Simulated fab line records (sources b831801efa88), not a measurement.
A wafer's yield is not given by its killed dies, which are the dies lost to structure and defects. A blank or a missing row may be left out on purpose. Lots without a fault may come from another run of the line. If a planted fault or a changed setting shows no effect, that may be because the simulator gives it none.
Comparing a struck lot with a sound one :: flow sfq_line :: 3 steps out of a route of 325
Sound: these wafers, L698.3, L698.5, L698.6. Struck: wafers L704.1, L704.3, L704.4. Last of all comes the cause.
For every step that has rows: the tool of each side, followed by ch and its chambers, followed by its first start. Under that, the readings that differ: sound wafers :: struck wafers :: difference of the means :: sigmas: that difference in standard deviations of wafers without a fault.
alike: words and numbers the same on both sides, and readings whose means are apart by under 2 such deviations; not compared: readings that were withheld, readings missing a value for some wafer, numbers with overlapping values and no deviation given by the record, and bounds like >300 which may hide the same value.
The two part at a step that has a row with sigmas, a row that says differs or no value, or rows on one side only. When numbers do not overlap yet have no deviation, they are printed without sigmas and do not part them. A reading missing from all wafers of one side parts the sides only when that side holds two or more wafers.

SFQ_INCOMING_BOW_MEAS_900:
  sound on film_metro-02, day 2 01:02; struck on film_metro-02, day 3 07:00
  alike: INCOMING_BOW
SFQ_TRILAYER_INCOMING_OXIDATION_002: target thk 500 nm, ox time 4939 s.
  sound on furnace-02 ch 0, day 2 01:07; struck on furnace-02 ch 0, day 3 07:07
reading: ox_time_s (s)
sound: 4939 4939 4939
struck: 3951.2 3951.2 3951.2
difference: -987.8
sigmas: 

reading: model.SiO2_of_TRILAYER_INCOMING_OXIDATION_002.thk_nm (nm)
sound: 501.5 508.7 505.8
struck: 428.3 420.1 416.5
difference: -83.7
sigmas: 
  alike: ox_temp_c_max, spike_tc_top_C, tube_center_temp_C
SFQ_TRILAYER_L0_DEP_SPUTTER_003: material MoNx KI, target thk 40 nm, time 100 s.
  sound on pvd_sputter-04, day 2 03:29; struck on pvd_sputter-06, day 3 09:29
  alike: cathode_dc_power_W, chamber_pressure_pa, throttle_valve_pct

## WHERE THEY PART
Nowhere in this record.

WHY: whatever the simulator had introduced
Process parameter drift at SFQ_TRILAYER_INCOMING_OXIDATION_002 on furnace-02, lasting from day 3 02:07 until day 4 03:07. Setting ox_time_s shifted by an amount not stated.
